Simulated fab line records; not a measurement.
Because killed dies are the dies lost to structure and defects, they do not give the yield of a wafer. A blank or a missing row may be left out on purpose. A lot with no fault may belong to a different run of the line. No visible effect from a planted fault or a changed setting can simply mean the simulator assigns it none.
Shared-tool check :: flow sky130 :: Sampled: 12 lots, 45 wafers

== WHAT PROMPTED THE OPENING ==
SKY_NWELL_TW_MEAS_26, reading NWELL_2_TW: flagged on 3 of 12 lots. Wafers without a fault read 495, standard deviation 5.3.
Rule: flag the lot when none of its wafers has a number, or when each of its wafers that has one lies beyond 4 standard deviations from that mean. The rest of the lots are taken to be sound.

lot: L624
measured: day 5 07:50
on: filmMetro-01
NWELL_2_TW, wafer by wafer: 492 491 489
flag: 

lot: L626
measured: day 5 17:00
on: filmMetro-04
NWELL_2_TW, wafer by wafer: 500 495 500
flag: 

lot: L629
measured: day 7 03:11
on: filmMetro-02
NWELL_2_TW, wafer by wafer: 497 501 502
flag: 

lot: L630
measured: day 7 04:03
on: filmMetro-04
NWELL_2_TW, wafer by wafer: 503 501 501
flag: 

lot: L632
measured: day 7 11:16
on: filmMetro-01
NWELL_2_TW, wafer by wafer: 488 488 488
flag: 

lot: L634
measured: day 8 03:10
on: filmMetro-02
NWELL_2_TW, wafer by wafer: 499 496 499
flag: 

lot: L638
measured: day 8 22:26
on: filmMetro-04
NWELL_2_TW, wafer by wafer: 499 502 495
flag: 

lot: L639
measured: day 9 02:14
on: filmMetro-01
NWELL_2_TW, wafer by wafer: 489 488 486
flag: 

lot: L640
measured: day 9 10:55
on: filmMetro-04
NWELL_2_TW, wafer by wafer: 831 831 834 832 828 830
flag: FLAGGED

lot: L641
measured: day 9 17:20
on: filmMetro-02
NWELL_2_TW, wafer by wafer: 833 838 831 836 833 830
flag: FLAGGED

lot: L642
measured: day 9 23:16
on: filmMetro-01
NWELL_2_TW, wafer by wafer: 491 491 489
flag: 

lot: L643
measured: day 10 04:11
on: filmMetro-01
NWELL_2_TW, wafer by wafer: 823 820 823 822 824 823
flag: FLAGGED
The numbers of the flagged lots are 829 on average: +334 against the usual, or +63 standard deviations.

== LOT BY LOT: THE TOOL USED ==
The record holds 3 process steps before the reading, out of a route of 708 steps. Read each cell as the tool, then ch plus the chambers that the sampled wafers visited, then the start.
lot: L624
flag: 
SKY_FIELD_ISO_STRIP_16: plasmaAsher-02 ch 0,1, day 2 04:49
SKY_PWDE_STRIP_09: plasmaAsher-01 ch 1, day 3 21:05
SKY_NWELL_IMPLANT_24: implanter-02 ch 0, day 5 07:35

lot: L626
flag: 
SKY_FIELD_ISO_STRIP_16: plasmaAsher-03 ch 0,1, day 2 15:38
SKY_PWDE_STRIP_09: plasmaAsher-02 ch 0,1, day 4 04:49
SKY_NWELL_IMPLANT_24: implanter-03 ch 0, day 5 16:46

lot: L629
flag: 
SKY_FIELD_ISO_STRIP_16: plasmaAsher-03 ch 1, day 3 08:02
SKY_PWDE_STRIP_09: plasmaAsher-01 ch 0,1, day 5 12:13
SKY_NWELL_IMPLANT_24: implanter-02 ch 0, day 7 02:57

lot: L630
flag: 
SKY_FIELD_ISO_STRIP_16: plasmaAsher-03 ch 0,1, day 3 12:58
SKY_PWDE_STRIP_09: plasmaAsher-02 ch 1, day 5 12:34
SKY_NWELL_IMPLANT_24: implanter-04 ch 0, day 7 03:49

lot: L632
flag: 
SKY_FIELD_ISO_STRIP_16: plasmaAsher-04 ch 0,1, day 4 00:49
SKY_PWDE_STRIP_09: plasmaAsher-03 ch 0,1, day 5 20:14
SKY_NWELL_IMPLANT_24: implanter-02 ch 0, day 7 11:01

lot: L634
flag: 
SKY_FIELD_ISO_STRIP_16: plasmaAsher-02 ch 0,1, day 4 13:07
SKY_PWDE_STRIP_09: plasmaAsher-03 ch 0,1, day 6 10:14
SKY_NWELL_IMPLANT_24: implanter-02 ch 0, day 8 02:55

lot: L638
flag: 
SKY_FIELD_ISO_STRIP_16: plasmaAsher-03 ch 0,1, day 5 05:59
SKY_PWDE_STRIP_09: plasmaAsher-02 ch 0, day 7 04:20
SKY_NWELL_IMPLANT_24: implanter-04 ch 0, day 8 22:12

lot: L639
flag: 
SKY_FIELD_ISO_STRIP_16: plasmaAsher-02 ch 0,1, day 5 10:01
SKY_PWDE_STRIP_09: plasmaAsher-02 ch 0, day 7 07:43
SKY_NWELL_IMPLANT_24: implanter-04 ch 0, day 9 01:59

lot: L640
flag: FLAGGED
SKY_FIELD_ISO_STRIP_16: plasmaAsher-02 ch 0,1, day 5 16:52
SKY_PWDE_STRIP_09: plasmaAsher-03 ch 0,1, day 7 15:45
SKY_NWELL_IMPLANT_24: implanter-04 ch 0, day 9 10:40

lot: L641
flag: FLAGGED
SKY_FIELD_ISO_STRIP_16: plasmaAsher-03 ch 0,1, day 5 23:05
SKY_PWDE_STRIP_09: plasmaAsher-02 ch 0,1, day 7 22:05
SKY_NWELL_IMPLANT_24: implanter-04 ch 0, day 9 17:07

lot: L642
flag: 
SKY_FIELD_ISO_STRIP_16: plasmaAsher-03 ch 0,1, day 6 03:07
SKY_PWDE_STRIP_09: plasmaAsher-01 ch 0,1, day 8 03:06
SKY_NWELL_IMPLANT_24: implanter-02 ch 0, day 9 23:01

lot: L643
flag: FLAGGED
SKY_FIELD_ISO_STRIP_16: plasmaAsher-04 ch 0,1, day 6 09:26
SKY_PWDE_STRIP_09: plasmaAsher-01 ch 0,1, day 8 09:43
SKY_NWELL_IMPLANT_24: implanter-04 ch 0, day 10 03:58
What is done by these steps:
- SKY_FIELD_ISO_STRIP_16: strips in O2/N2.
- SKY_PWDE_STRIP_09: strips in O2/N2.
- SKY_NWELL_IMPLANT_24
- SKY_NWELL_TW_MEAS_26

== FLAGGED OVER TOTAL, TOOL BY TOOL (the gauges that took the reading come last) ==
step: SKY_FIELD_ISO_STRIP_16
tool: plasmaAsher-02
lots run: 4
flagged: 1
share of the flagged lots: some
sound lots run after its first flagged lot: 0

step: SKY_FIELD_ISO_STRIP_16
tool: plasmaAsher-03
lots run: 6
flagged: 1
share of the flagged lots: some
sound lots run after its first flagged lot: 1 (L642)

step: SKY_FIELD_ISO_STRIP_16
tool: plasmaAsher-04
lots run: 2
flagged: 1
share of the flagged lots: some
sound lots run after its first flagged lot: 0

step: SKY_PWDE_STRIP_09
tool: plasmaAsher-01
lots run: 4
flagged: 1
share of the flagged lots: some
sound lots run after its first flagged lot: 0

step: SKY_PWDE_STRIP_09
tool: plasmaAsher-02
lots run: 5
flagged: 1
share of the flagged lots: some
sound lots run after its first flagged lot: 0

step: SKY_PWDE_STRIP_09
tool: plasmaAsher-03
lots run: 3
flagged: 1
share of the flagged lots: some
sound lots run after its first flagged lot: 0

step: SKY_NWELL_IMPLANT_24
tool: implanter-02
lots run: 5
flagged: 0
share of the flagged lots: none
sound lots run after its first flagged lot: -

step: SKY_NWELL_IMPLANT_24
tool: implanter-03
lots run: 1
flagged: 0
share of the flagged lots: none
sound lots run after its first flagged lot: -

step: SKY_NWELL_IMPLANT_24
tool: implanter-04
lots run: 6
flagged: 3
share of the flagged lots: all
sound lots run after its first flagged lot: 0

step: SKY_NWELL_TW_MEAS_26
tool: filmMetro-01
lots run: 5
flagged: 1
share of the flagged lots: some
sound lots run after its first flagged lot: 0

step: SKY_NWELL_TW_MEAS_26
tool: filmMetro-02
lots run: 3
flagged: 1
share of the flagged lots: some
sound lots run after its first flagged lot: 0

step: SKY_NWELL_TW_MEAS_26
tool: filmMetro-04
lots run: 4
flagged: 1
share of the flagged lots: some
sound lots run after its first flagged lot: 0

== WHAT IS ALLOWED BY THE TABLE ==
1 row of the table ran every flagged lot: implanter-04 at SKY_NWELL_IMPLANT_24.
- implanter-04 at SKY_NWELL_IMPLANT_24 ran 6 lots, 3 of them flagged. Its last sound lot is L639 (day 9 01:59), its first flagged lot L640 (day 9 10:40): a fault that began between those two fits. Its own readings lie more than 4 standard deviations out on every wafer of the flagged lots: doseIonsCm2, faradayCurrentUA.
One tool is left: implanter-04 at SKY_NWELL_IMPLANT_24.

== WHAT HAD BEEN PUT IN BY THE SIMULATOR ==
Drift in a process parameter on implanter-04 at SKY_NWELL_IMPLANT_24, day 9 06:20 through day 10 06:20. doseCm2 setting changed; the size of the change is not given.
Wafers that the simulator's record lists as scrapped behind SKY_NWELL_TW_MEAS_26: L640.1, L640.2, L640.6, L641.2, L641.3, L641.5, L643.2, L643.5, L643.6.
Lots struck among those shown: L640, L641, L643. The same result came from the rule above.
